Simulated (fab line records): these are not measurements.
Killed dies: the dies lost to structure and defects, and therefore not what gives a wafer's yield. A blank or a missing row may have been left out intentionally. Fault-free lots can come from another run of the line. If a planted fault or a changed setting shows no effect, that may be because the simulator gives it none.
A struck lot beside a sound one + flow sky130 + 18 out of 708 route steps
Sound: these wafers, L628.1, L628.5, L628.6. Wafers struck: L635.1, L635.3, L635.4. At the end, the cause is stated.
Order at every step that has rows: each side's tool, ch and its chambers, its first start. Under that, the readings that differ: sound wafers + struck wafers + difference of the means + sigmas: that difference in standard deviations of wafers without a fault.
alike: readings with means less than 2 such deviations apart, plus words and numbers identical on both sides. not compared: withheld readings, readings lacking a value on some wafer, bounds such as >300 that could conceal the same value, and numbers that have no deviation in the record and whose values overlap.
A row with sigmas, a row that says differs or no value, or rows on one side alone: a step with any of these is where the two part. Non-overlapping numbers with no deviation appear without sigmas and do not part them. A reading that every wafer of one side lacks parts them only if that side has two wafers or more.

first, 7 steps without rows for these wafers: SKY_LDD_N_IMPLANT_09; SKY_LDD_N_IMPLANT_10; SKY_LDD_N_IMPLANT_11; SKY_LDD_N_IMPLANT_12; SKY_LDD_N_IMPLANT_13; SKY_LDD_N_IMPLANT_14; SKY_LDD_N_IMPLANT_15.
SKY_LDD_N_STRIP_16: strips in O2/N2.
  sound on plasma_asher-01 ch 0,1, day 22 23:07; struck on plasma_asher-03 ch 0,1, day 25 02:53
  alike: chamber_pressure_mTorr, drypump_motor_current_A, n2_flow_sccm, o2_flow_sccm, oes_product_au, strip_time_to_endpoint_s
  not compared: rf_hours_counter_h
SKY_LDD_N_TW_MEAS_17:
  sound: film_metro-04 at day 22 23:13; struck: film_metro-04 at day 25 02:59
  alike: LDD_N_TW
then, 3 steps without rows for these wafers: SKY_LDD_P_DEHYDRATE_00 (time 60 s); SKY_LDD_P_HMDS_01 (prime time 60 s); SKY_LDD_P_COAT_02 (resist thk 1140 nm).
SKY_LDD_P_SOFTBAKE_03: time 60 s.
  sound on litho_track-02 ch 0, day 23 14:24; struck on litho_track-02 ch 0, day 25 17:30
| reading                                    | sound             | struck            | difference | sigmas |
|--------------------------------------------|-------------------|-------------------|------------|--------|
| heater_power_total_W (W)                   | 56.56 56.60 56.59 | 59.32 59.36 59.30 | +2.74      | +62    |
| plate_temp_C (C)                           | 89.99 89.82 90.08 | 93.20 93.15 93.09 | +3.18      | +24    |
| model.NOVOLAK_of_LDD_P_COAT_02.thk_nm (nm) | 1141 1143 1139    | 1132 1132 1130    | -10        |        |
  alike: exhaust_pa
then, 2 steps without rows for these wafers: SKY_LDD_P_EXPOSE_04 (exposes mask PSDM, target cd 380 nm); SKY_LDD_P_PEB_05.
SKY_LDD_P_DEVELOP_06: develop time 60 s.
  sound on litho_track-02 ch 0, day 24 04:57; struck on litho_track-02 ch 0, day 26 08:18
| reading                                    | sound          | struck         | difference | sigmas |
|--------------------------------------------|----------------|----------------|------------|--------|
| model.NOVOLAK_of_LDD_P_COAT_02.thk_nm (nm) | 1140 1143 1139 | 1131 1131 1130 | -10        |        |
  alike: exhaust_pa
SKY_LDD_P_CD_MEAS_07: the cd target is 380 nm.
  sound: cd_sem-02 at day 24 05:06; struck: cd_sem-01 at day 26 08:27
| reading    | sound             | struck            | difference | sigmas |
|------------|-------------------|-------------------|------------|--------|
| cd_nm (nm) | 378.0 377.2 376.6 | 383.3 380.2 380.4 | +4.0       | +2     |
following that, these wafers have no rows for 1 step: SKY_PAD_OPEN_PROBE_99.

## WHERE THEY PART
First at SKY_LDD_P_SOFTBAKE_03; last, within this record, at SKY_LDD_P_CD_MEAS_07.

WHY: what the simulator had put in
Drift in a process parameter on litho_track-02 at SKY_LDD_P_SOFTBAKE_03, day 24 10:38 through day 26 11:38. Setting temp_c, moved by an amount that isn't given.
